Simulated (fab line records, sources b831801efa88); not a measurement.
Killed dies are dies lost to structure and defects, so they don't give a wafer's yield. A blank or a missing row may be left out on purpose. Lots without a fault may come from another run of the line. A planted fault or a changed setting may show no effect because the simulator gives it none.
A struck lot beside a sound one | flow sky130 | 17 steps out of a route of 708
Sound: wafers L399.1, L399.4, L399.5. Struck: wafers L393.1, L393.4, L393.6. The cause comes at the end.
At each step with rows: each side's tool, then ch and its chambers, then its first start. Under that, the readings that differ: sound wafers | struck wafers | difference of the means | sigmas: that difference in standard deviations of wafers without a fault.
alike: readings whose means differ by less than 2 such deviations, and words and numbers that are the same on both sides. not compared: withheld readings, readings that some wafer has no value for, bounds like >300 that may hide the same value, and numbers for which the record gives no deviation and whose values overlap.
The two part at a step that has a row with sigmas, a row that says differs or no value, or rows on one side only. Numbers that don't overlap but have no deviation are shown without sigmas and don't part them. A reading that every wafer of one side lacks parts them only if that side has two wafers or more.

first, 1 step without rows for these wafers: SKY_VT_ADJUST_PCH_IMPLANT_08.
SKY_VT_ADJUST_PCH_STRIP_09: strips in O2/N2.
  sound on plasma_asher-02 ch 0,1, day 15 01:29; struck on plasma_asher-01 ch 0,1, day 13 07:46
  alike: drypump_motor_current_A, oes_product_au, strip_time_to_endpoint_s
  not compared: rf_hours_counter_h
SKY_VT_ADJUST_PCH_TW_MEAS_10:
  sound on film_metro-01, day 15 01:35; struck on film_metro-02, day 13 07:52
  reading          | sound             | struck            | difference | sigmas
  VT_ADJUST_PCH_TW | 145.8 146.1 145.7 | 141.8 141.7 141.5 | -4.2       | -2
then, 7 steps without rows for these wafers: SKY_SONOS_TUNNEL_DEHYDRATE_00 (time 60 s); SKY_SONOS_TUNNEL_HMDS_01 (prime time 60 s); SKY_SONOS_TUNNEL_COAT_02 (resist thk 1140 nm); SKY_SONOS_TUNNEL_SOFTBAKE_03 (time 60 s); SKY_SONOS_TUNNEL_EXPOSE_04 (exposes mask TUNM, target cd 410 nm); SKY_SONOS_TUNNEL_PEB_05; SKY_SONOS_TUNNEL_DEVELOP_06 (develop time 60 s).
SKY_SONOS_TUNNEL_CD_MEAS_07: target cd 410 nm.
  sound on cd_sem-02, day 16 04:43; struck on cd_sem-01, day 14 09:37
  alike: cd_nm
SKY_SONOS_TUNNEL_OVL_MEAS_08:
  sound on overlay-01, day 16 04:50; struck on overlay-02, day 14 09:44
  reading               | sound       | struck        | difference | sigmas
  SONOS_TUNNEL_OVL (nm) | 1.2 2.4 0.4 | 0.2 -3.3 -2.1 | -3.1       | -2
SKY_SONOS_TUNNEL_IMPLANT_09:
  sound on implanter-04 ch 0, day 16 04:52; struck on implanter-01 ch 0, day 14 09:46
  reading            | sound                            | struck                        | difference | sigmas
  dose_ions_cm2      | 1.0011e+12 1.0001e+12 1.0009e+12 | 4.783e+11 4.772e+11 4.783e+11 | -5.228e+11 | -99 or more
  faraday_current_uA | 5.45 5.63 5.55                   | 2.72 2.79 2.65                | -2.82      | -24
  alike: beam_on_s
then, 2 steps without rows for these wafers: SKY_SONOS_TUNNEL_WET_ETCH_10 (etches SiO2 in dHF, target depth 14 nm, time 280 s); SKY_SONOS_TUNNEL_STRIP_11 (strips in SPM, time 600 s).
SKY_SONOS_TUNNEL_TW_MEAS_12:
  sound on film_metro-02, day 16 05:17; struck on film_metro-02, day 14 10:25
  reading         | sound             | struck            | difference | sigmas
  SONOS_TUNNEL_TW | 196.3 195.3 196.3 | 160.9 159.5 160.6 | -35.6      | -43
  not compared: hold
-- the record jumps here: 33 days lie between the struck wafers' starts before and after (it left off in module SONOS_TUNNEL and takes up again in module PAD_OPEN, whose first step shown is number 708 of the route) --
SKY_PAD_OPEN_PROBE_99:
  sound on prober-02, day 49 03:28; struck on prober-02, day 47 21:52
  reading                                     | sound                  | struck                  | difference | sigmas
  killed_short                                | 52 53 46               | 43 38 28                | -14        | -2
  model.etest.sonos_uncharged.r_on_ohm_um     | 805.7 804.9 815.1      | 771.7 794.4 795.7       | -21.3      |
  model.etest.sonos_programmed.off_log10_a_um | -13.96 -13.95 -13.99   | -13.24 -13.1 -13.2      | +0.79      |
  model.etest.sonos_programmed.vt_v (V)       | 1.524 1.532 1.524      | 1.424 1.374 1.388       | -0.131     |
  model.etest.sonos_baked.vt_v (V)            | 0.9846 1.053 1.009     | 0.9092 0.8365 0.8968    | -0.1347    |
  model.etest.sonos_uncharged.vt_v (V)        | -0.432 -0.4557 -0.4327 | -0.5445 -0.5315 -0.5444 | -0.1000    |
  model.etest.sonos_erased.vt_v (V)           | -2.292 -2.305 -2.29    | -2.513 -2.519 -2.475    | -0.207     |
  alike: killed_at_M0_to_M3, killed_at_M4_up, killed_at_contacts, killed_at_front_end, killed_at_other, killed_dies, killed_open

WHERE THEY PART
First at SKY_VT_ADJUST_PCH_TW_MEAS_10; last, within this record, at SKY_PAD_OPEN_PROBE_99.

WHY: what the simulator had put in
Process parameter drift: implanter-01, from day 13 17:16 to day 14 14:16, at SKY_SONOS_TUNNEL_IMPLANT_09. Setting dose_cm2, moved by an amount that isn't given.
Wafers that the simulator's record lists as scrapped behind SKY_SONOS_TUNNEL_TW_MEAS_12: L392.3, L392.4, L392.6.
